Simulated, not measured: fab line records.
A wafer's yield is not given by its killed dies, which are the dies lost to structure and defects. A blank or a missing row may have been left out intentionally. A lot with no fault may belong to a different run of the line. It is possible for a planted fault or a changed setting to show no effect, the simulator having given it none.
Problem report, 8D (eight disciplines) form, completed by code + flow sky130 + the parts of the form that need people (team, actions taken, sign-off) are left out

## 1. THE PROBLEM
At SKY_VIA2_DEVELOP_11, developer temp C averages 21.68 C over 6 wafers from 2 lots, while fault-free wafers read 21.03 C, standard deviation 0.11. Measured from the usual mean, that is +5.9 standard deviations.
The step: develop time 57.96 s.
Earliest sighting: wafer L171.2 on litho track-01 at day 39 19:00. The record holds 39 wafers of 13 lots with a number at this step. The rule behind "out" and "out of limits": a value lying over 4 standard deviations away from the usual mean. All remaining wafers that have a number are taken as sound.

## 2. WHAT IT IS AND WHAT IT IS NOT
| question                    | is                     | is not                                                                                 |
|-----------------------------|------------------------|----------------------------------------------------------------------------------------|
| which readings at this step | developer temp C       | -                                                                                      |
| which lots                  | L171, L173             | L160, L161, L164, L165, L167, L168, L169, L172, L181, L182, L183                       |
| which wafers of those lots  | all that have a number | -                                                                                      |
| read on which tools         | litho track-01         | litho track-02, litho track-04                                                         |
| when                        | from day 39 19:00      | up to then (21 sound wafers); but 12 sound wafers of L172, L181, L182, L183 came after |

## 3. WHAT RULES OUT EACH SUSPECT
Counting: a tool stays on the suspect list if, at a process step up to the reading, it processed all lots that are out and no sound lot following the first of them.
- cmp-01 at SKY_VIA2_CMP_02 (polishes SiO2): ruled out as a lasting fault. Sound lots L172, L182 ran on it after its first lot that is out, L171 (day 38 18:25).
- litho track-01 at SKY_VIA2_DEVELOP_11 (develop time 57.96 s): kept. Every lot that is out went through it, starting with L171 (day 39 19:00), and after that it ran no sound lot; the last sound lot it ran before then is L168 (day 39 00:00). On those wafers its own readings are out: developer temp C.
After counting, what remains is litho track-01 at SKY_VIA2_DEVELOP_11.

## 4. THE CAUSE (what the simulator had put in)
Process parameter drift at SKY_VIA2_DEVELOP_11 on litho track-01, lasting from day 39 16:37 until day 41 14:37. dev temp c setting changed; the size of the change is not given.
The count eliminated every tool but this one.

## 5. SEQUENCE OF EFFECTS, ordered by route
Rows list readings where the struck wafers' mean (over those with a number) sits beyond 3 standard deviations from the usual. Scope: only readings with a usual standard deviation given in the record; hours: median across lots of the time from each lot's start at the first step in this table that gives one to its start at this step; sigmas: change in usual standard deviations.
| hours | step                | reading          | usual   | on struck wafers | change | sigmas |
|-------|---------------------|------------------|---------|------------------|--------|--------|
| 0     | SKY_VIA2_DEVELOP_11 | developer temp C | 21.03 C | 21.68            | +0.65  | +5.9   |
Here are the process steps it includes:
- SKY_VIA2_DEVELOP_11: develop time 57.96 s.
At these later measuring or inspecting steps, every struck wafer for which the step has a row has a number for every such reading, and none has moved that far: SKY_VIA2_CD_MEAS_12.

## 6. HOW IT WOULD HAVE BEEN CAUGHT EARLIER
The fault began at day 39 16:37; the first out-of-limits reading in this record came at day 39 19:00, 2 hours later.
